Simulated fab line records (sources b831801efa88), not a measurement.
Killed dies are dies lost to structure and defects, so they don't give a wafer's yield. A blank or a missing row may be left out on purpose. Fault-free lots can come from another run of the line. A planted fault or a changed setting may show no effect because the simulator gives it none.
Split-lot experiment :: flow sfq_line :: 17 wafers read across 5 lots, on a route 325 steps long

## THE SPLIT ITSELF
At SFQ_TRILAYER_I1_VIA_LITHO_COAT_054 (resist thk 62 nm), the setting resist_thk_nm was moved away from the recipe's 62 nm on 5 of the 17 wafers read, by -5.4% to +4.0%. The other wafers ran this setting at the recipe's value.

## FROM THE SPLIT TO THE READING: what the file shows between them, 4 steps
- SFQ_TRILAYER_I1_VIA_LITHO_COAT_049: resist thk 650 nm (also split here: spin_rpm)
- SFQ_TRILAYER_I1_VIA_LITHO_SOFTBAKE_053
- SFQ_TRILAYER_I1_VIA_LITHO_EXPOSE_050: exposes mask I1, target cd 500 nm
- SFQ_TRILAYER_I1_VIA_LITHO_DEVELOP_051: time 60 s

## THE READING
etch.depth_nm (the simulator's own value, which no gauge read), in nm, at SFQ_TRILAYER_I1_VIA_BARC_OPEN_VIA_ETCH_071 (etches BARC in O2, target depth 125 nm, time 41.7 s). No usual value for it is given in the file. Across the 12 wafers here that went through the recipe, the average is 62.19 nm and the standard deviation 0.23 nm.

wafer: L074.1
tool, chamber at the split: litho_track-01, 0
resist_thk_nm as run, nm: 62
against the recipe: recipe
etch.depth_nm, nm: 62.25
against lot-mates on the recipe: -

wafer: L074.3
tool, chamber at the split: litho_track-01, 0
resist_thk_nm as run, nm: 62
against the recipe: recipe
etch.depth_nm, nm: 62.21
against lot-mates on the recipe: -

wafer: L075.1
tool, chamber at the split: litho_track-01, 0
resist_thk_nm as run, nm: 62
against the recipe: recipe
etch.depth_nm, nm: 62.34
against lot-mates on the recipe: -

wafer: L075.2
tool, chamber at the split: litho_track-01, 0
resist_thk_nm as run, nm: 62
against the recipe: recipe
etch.depth_nm, nm: 62.41
against lot-mates on the recipe: -

wafer: L075.3
tool, chamber at the split: litho_track-01, 0
resist_thk_nm as run, nm: 62
against the recipe: recipe
etch.depth_nm, nm: 62.62
against lot-mates on the recipe: -

wafer: L075.4
tool, chamber at the split: litho_track-01, 0
resist_thk_nm as run, nm: 58.67
against the recipe: -5.4%
etch.depth_nm, nm: 58.98
against lot-mates on the recipe: -3.48

wafer: L075.6
tool, chamber at the split: litho_track-01, 0
resist_thk_nm as run, nm: 58.67
against the recipe: -5.4%
etch.depth_nm, nm: 59
against lot-mates on the recipe: -3.46

wafer: L076.3
tool, chamber at the split: litho_track-01, 0
resist_thk_nm as run, nm: 62
against the recipe: recipe
etch.depth_nm, nm: 62.36
against lot-mates on the recipe: -

wafer: L076.4
tool, chamber at the split: litho_track-01, 0
resist_thk_nm as run, nm: 62
against the recipe: recipe
etch.depth_nm, nm: 62.05
against lot-mates on the recipe: -

wafer: L076.6
tool, chamber at the split: litho_track-01, 0
resist_thk_nm as run, nm: 62
against the recipe: recipe
etch.depth_nm, nm: 62.19
against lot-mates on the recipe: -

wafer: L081.1
tool, chamber at the split: litho_track-03, 0
resist_thk_nm as run, nm: 62
against the recipe: recipe
etch.depth_nm, nm: 61.74
against lot-mates on the recipe: -

wafer: L081.3
tool, chamber at the split: litho_track-03, 0
resist_thk_nm as run, nm: 62
against the recipe: recipe
etch.depth_nm, nm: 61.86
against lot-mates on the recipe: -

wafer: L084.1
tool, chamber at the split: litho_track-01, 0
resist_thk_nm as run, nm: 62
against the recipe: recipe
etch.depth_nm, nm: 62.21
against lot-mates on the recipe: -

wafer: L084.2
tool, chamber at the split: litho_track-01, 0
resist_thk_nm as run, nm: 64.5
against the recipe: +4.0%
etch.depth_nm, nm: 64.7
against lot-mates on the recipe: +2.56

wafer: L084.3
tool, chamber at the split: litho_track-01, 0
resist_thk_nm as run, nm: 62
against the recipe: recipe
etch.depth_nm, nm: 62.08
against lot-mates on the recipe: -

wafer: L084.4
tool, chamber at the split: litho_track-01, 0
resist_thk_nm as run, nm: 64.5
against the recipe: +4.0%
etch.depth_nm, nm: 64.72
against lot-mates on the recipe: +2.58

wafer: L084.5
tool, chamber at the split: litho_track-01, 0
resist_thk_nm as run, nm: 64.5
against the recipe: +4.0%
etch.depth_nm, nm: 64.82
against lot-mates on the recipe: +2.67

FIT RESULTS
A straight line over all 17 wafers: etch.depth_nm changes by +0.613 nm for each +1% of resist_thk_nm; r = +0.99; the points scatter about the line by 0.21 nm.
The same after taking each lot's own level away (the mean of its wafers on the recipe; 17 wafers): +0.645 nm for each +1%; r = +1.00; scatter 0.088 nm.
Per that fit: largest resist_thk_nm move, reading shift of 3.5 nm.
Measured against the standard deviation above, the lots' own levels, which go from 61.800 to 62.457 nm, span 2.9 times it.
So the lot-to-lot level changes the slope little: the two slopes agree.
Check: for one of the wafers moved furthest among these (-5.4%), held out of the fit, the line's prediction against its lot-mates is -3.46 nm. It came out at -3.48 nm against them.

## OTHER SPLITS APPLIED TO THESE WAFERS
Note: prior to the reading, these wafers also went through further splits. Each is held against what the fit with the lots' levels taken away leaves over:
other split on the same wafers: SFQ_TRILAYER_INCOMING_OXIDATION_002 ox_time_s
wafers away from the commonest value: 12
r with etch.depth_nm (lot level and that fit taken away): +0.00

other split on the same wafers: SFQ_TRILAYER_L0_LITHO_COAT_010 resist_thk_nm
wafers away from the commonest value: 8
r with etch.depth_nm (lot level and that fit taken away): +0.01

other split on the same wafers: SFQ_TRILAYER_L0_VIA_LITHO_COAT_013 spin_rpm
wafers away from the commonest value: 7
r with etch.depth_nm (lot level and that fit taken away): -0.24

other split on the same wafers: SFQ_TRILAYER_M0_LITHO_COAT_026 spin_rpm
wafers away from the commonest value: 4
r with etch.depth_nm (lot level and that fit taken away): -0.18

other split on the same wafers: SFQ_TRILAYER_I0_VIA_LITHO_PEB_034 peb_time_s
wafers away from the commonest value: 7
r with etch.depth_nm (lot level and that fit taken away): -0.11

other split on the same wafers: SFQ_TRILAYER_I0_VIA_BARC_OPEN_VIA_ETCH_046 time_s
wafers away from the commonest value: 5
r with etch.depth_nm (lot level and that fit taken away): +0.15

other split on the same wafers: SFQ_TRILAYER_M1_LITHO_EXPOSE_040 dose_mj
wafers away from the commonest value: 5
r with etch.depth_nm (lot level and that fit taken away): +0.17

other split on the same wafers: SFQ_TRILAYER_I1_VIA_LITHO_COAT_049 spin_rpm
wafers away from the commonest value: 2
r with etch.depth_nm (lot level and that fit taken away): +0.15

## THE WHOLE CHAIN: every reading that the file lists as answering this split, in the file's order
step: SFQ_TRILAYER_I1_VIA_LITHO_COAT_054
what it does: resist thk 62 nm
reading: BARC_of_TRILAYER_I1_VIA_LITHO_COAT_054.thk_nm (the simulator's own value, which no gauge read)
change (the file's fit): +0.647 nm for each +1% of the setting
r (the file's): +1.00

step: SFQ_TRILAYER_I1_VIA_BARC_OPEN_VIA_ETCH_071
what it does: etches BARC in O2, target depth 125 nm, time 41.7 s
reading: etch.depth_nm (the simulator's own value, which no gauge read)
change (the file's fit): +0.645 nm for each +1% of the setting
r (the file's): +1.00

## THE FILE'S OWN FIT
etch.depth_nm changes by +0.645 nm for each +1% of resist_thk_nm, r = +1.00.
